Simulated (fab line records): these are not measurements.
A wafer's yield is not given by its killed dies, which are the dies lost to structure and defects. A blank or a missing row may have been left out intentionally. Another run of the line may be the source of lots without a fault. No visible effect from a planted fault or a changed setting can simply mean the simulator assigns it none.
Comparing a struck lot with a sound one -- flow sfq-line -- 21 steps out of a route of 325
Sound: the wafers L570.1, L570.3, L570.5. The struck wafers were L579.2, L579.4, L579.5. The cause is given at the end.
Per side, at each step with rows, come the tool, then ch with its chambers, and then its first start. Under that, the readings that differ: sound wafers -- struck wafers -- difference of the means -- sigmas: that difference in standard deviations of wafers without a fault.
alike: a reading whose means differ by less than 2 such deviations, as well as words and numbers matching on both sides. not compared: withheld readings; readings where some wafer has no value; bounds like >300 that might hide an equal value; numbers whose values overlap and for which the record gives no deviation.
The two part at a step that has a row with sigmas, a row that says differs or no value, or rows on one side only. When numbers do not overlap yet have no deviation, they are printed without sigmas and do not part them. Lack of a reading on every wafer of one side parts them only where that side has two or more wafers.

first, 2 steps without rows for these wafers: SFQ_TRILAYER_M1_LITHO_PEB_042 (peb time 60 s); SFQ_TRILAYER_M1_LITHO_DEVELOP_041 (time 60 s).
SFQ_M1_OVL_MEAS_911:
  sound: overlay-02 at day 20 16:17; struck: overlay-02 at day 23 22:33
  alike: M1_OVL
then, 1 step without rows for these wafers: SFQ_TRILAYER_M1_BARC_OPEN_METAL_ETCH_054 (etches BARC in O2, target depth 125 nm, time 41.7 s).
SFQ_TRILAYER_M1_ETCH_METAL_ETCH_042: etches Nb in Cl2/Ar, stops on SiO2, target depth 240 nm, time 120 s.
  sound on rie-metal-03 ch 1, day 20 16:23; struck on rie-metal-04 ch 1, day 23 22:44
reading,sound,struck,difference,sigmas
oes-product-au (a.u.),0.915 0.905 0.889,0.888 0.889 0.878,-0.018,-2
  alike: drypump-motor-current-A
  not compared: rf-hours-counter-h
then, 2 steps without rows for these wafers: SFQ_TRILAYER_M1_STRIP_STRIP_043 (strips in O2); SFQ_TRILAYER_M1_STRIP_SOLV_CLEAN_044 (cleans in NMP, time 600 s).
SFQ_TRILAYER_I1_DEP_PECVD_045: deposits SiO2 from SiH4/N2O, time 111.11 s, target thk 500 nm.
  sound on pecvd-01 ch 0,1,2, day 20 17:17; struck on pecvd-02 ch 0,1,2, day 24 00:19
  alike: heater-power-w, throttle-valve-pct
SFQ_TRILAYER_I1_CMP_CMP_046: polishes SiO2.
  sound on cmp-02 ch 2,3, day 20 17:22; struck on cmp-01 ch 0,1,2, day 24 00:24
  alike: edge-zone-pressure-frac, motor-current-A, time-to-endpoint-s
SFQ_I1_BOW_MEAS_912:
  sound: film-metro-02 at day 20 20:22; struck: film-metro-01 at day 24 03:25
  alike: I1_BOW
then, 2 steps without rows for these wafers: SFQ_TRILAYER_I1_METRO_MEASURE_047; SFQ_TRILAYER_I1_VIA_LITHO_COAT_054 (resist thk 62 nm).
SFQ_TRILAYER_I1_VIA_LITHO_COAT_049: resist thk 650 nm.
  sound on litho-track-01 ch 0, day 20 21:59; struck on litho-track-03 ch 0, day 24 05:04
reading,sound,struck,difference,sigmas
model.KrF_of_TRILAYER_I1_VIA_LITHO_COAT_049.thk-nm (nm),649.6 649.8 649.9,663 662.4 662.4,+13,
then, 4 steps without rows for these wafers: SFQ_TRILAYER_I1_VIA_LITHO_SOFTBAKE_053; SFQ_TRILAYER_I1_VIA_LITHO_EXPOSE_050 (exposes mask I1, target cd 500 nm); SFQ_TRILAYER_I1_VIA_LITHO_PEB_052 (peb time 60 s); SFQ_TRILAYER_I1_VIA_LITHO_DEVELOP_051 (time 60 s).
-- the record jumps here: 6 days lie between the struck wafers' starts before and after --
SFQ_I1_OVL_MEAS_913:
  sound: overlay-01 at day 27 05:22; struck: overlay-02 at day 30 11:56
  alike: I1_OVL
SFQ_TRILAYER_I1_VIA_BARC_OPEN_VIA_ETCH_071: etches BARC in O2, target depth 125 nm, time 41.7 s.
  sound on rie-diel-01 ch 0,1, day 27 05:24; struck on rie-diel-01 ch 0,2, day 30 11:58
  alike: drypump-motor-current-A, oes-product-au
  not compared: rf-hours-counter-h
SFQ_TRILAYER_I1_VIA_ETCH_VIA_ETCH_052: etches SiO2 in CHF3, stops on Nb, target depth 260 nm.
  sound on rie-diel-01 ch 0,1, day 27 05:26; struck on rie-diel-01 ch 0,2, day 30 12:01
reading,sound,struck,difference,sigmas
model.KrF_of_TRILAYER_I1_VIA_LITHO_COAT_049.thk-nm (nm),530.5 526.1 525.9,541.7 539.3 541.6,+13.4,
  alike: drypump-motor-current-A, oes-product-au
SFQ_TRILAYER_I1_VIA_STRIP_STRIP_053: strips in O2.
  sound on rie-metal-04 ch 1, day 27 05:33; struck on rie-metal-03 ch 1, day 30 12:07
  alike: drypump-motor-current-A, oes-product-au
  not compared: rf-hours-counter-h

WHERE THEY PART
SFQ_TRILAYER_M1_ETCH_METAL_ETCH_042 only, going by this record. Later steps at which nothing parts them and some readings are alike: SFQ_TRILAYER_I1_DEP_PECVD_045, SFQ_TRILAYER_I1_CMP_CMP_046, SFQ_I1_BOW_MEAS_912, SFQ_I1_OVL_MEAS_913, SFQ_TRILAYER_I1_VIA_BARC_OPEN_VIA_ETCH_071, SFQ_TRILAYER_I1_VIA_ETCH_VIA_ETCH_052, SFQ_TRILAYER_I1_VIA_STRIP_STRIP_053.

WHY: the cause the simulator had injected
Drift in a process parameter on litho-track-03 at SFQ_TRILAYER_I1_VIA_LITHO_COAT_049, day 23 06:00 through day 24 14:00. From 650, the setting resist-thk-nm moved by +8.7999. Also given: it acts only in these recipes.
